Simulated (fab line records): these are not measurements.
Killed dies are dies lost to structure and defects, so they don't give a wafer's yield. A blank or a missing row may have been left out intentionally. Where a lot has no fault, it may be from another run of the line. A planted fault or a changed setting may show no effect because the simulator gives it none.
Which tool was responsible?    flow gf180mcu    Sampling: 6 lots, 18 wafers, 3 of 602 route steps

WHAT THE GAUGES READ, wafer by wafer
GF_V5_THK_MEAS_25: measures by xrf.
lot   measured      on             V5_W_THK (nm)
L830  day 28 14:53  film_metro-02  345 345 346
L832  day 28 20:00  film_metro-04  347 344 344
L834  day 29 09:41  film_metro-02  349 355 351
L836  day 29 23:50  film_metro-04  348 346 350
L842  day 31 22:46  film_metro-04  358 354 354
L846  day 32 16:03  film_metro-01  353 353 354

TOOL THAT RAN EACH LOT (tool first, then ch and the chambers of the sampled wafers, then the start)
lot   GF_V3_ETCH_17                       GF_V5_ETCH_17
L830  rie_diel-01 ch 0,3, day 23 16:00    rie_diel-03 ch 0,1, day 28 14:53 or earlier
L832  rie_diel-04 ch 0,1,2, day 24 05:00  rie_diel-02 ch 0,1,2, day 28 20:00 or earlier
L834  rie_diel-04 ch 0,3, day 24 21:00    rie_diel-01 ch 0,1,2, day 29 09:41 or earlier
L836  rie_diel-04 ch 1,2, day 25 12:00    rie_diel-01 ch 0,3, day 29 23:50 or earlier
L842  rie_diel-04 ch 0,2,3, day 27 18:00  rie_diel-02 ch 0,1,2, day 31 22:46 or earlier
L846  rie_diel-01 ch 1,2,3, day 28 14:00  rie_diel-03 ch 0,2, day 32 16:03 or earlier
- GF_V3_ETCH_17: etches SiO2 in C4F8/O2/Ar, stops on TiN, target depth 635 nm.
- GF_V5_ETCH_17: etches SiO2 in C4F8/O2/Ar, stops on TiN, target depth 855 nm.

THE ANSWER, worked out from the rows above alone
Rule: the usual values come from the lots themselves. The widest of any qualifying gaps counts: lots, ordered by their means at a reading, are off when they make up no more than a third of the lots, leave a main group of 4 or more, and stand apart from it by 3 or more times the standard deviation of that group's means. Not used: any main group whose means are identical at the precision the tables above print for the reading. A lot without any number at a reading at which 4 lots or more have one is off too. Where the step has rows for the other lots, those lots are counted as sound.
Nothing can be told from this: no lot is off at any reading shown.

WHAT HAD BEEN PUT IN BY THE SIMULATOR
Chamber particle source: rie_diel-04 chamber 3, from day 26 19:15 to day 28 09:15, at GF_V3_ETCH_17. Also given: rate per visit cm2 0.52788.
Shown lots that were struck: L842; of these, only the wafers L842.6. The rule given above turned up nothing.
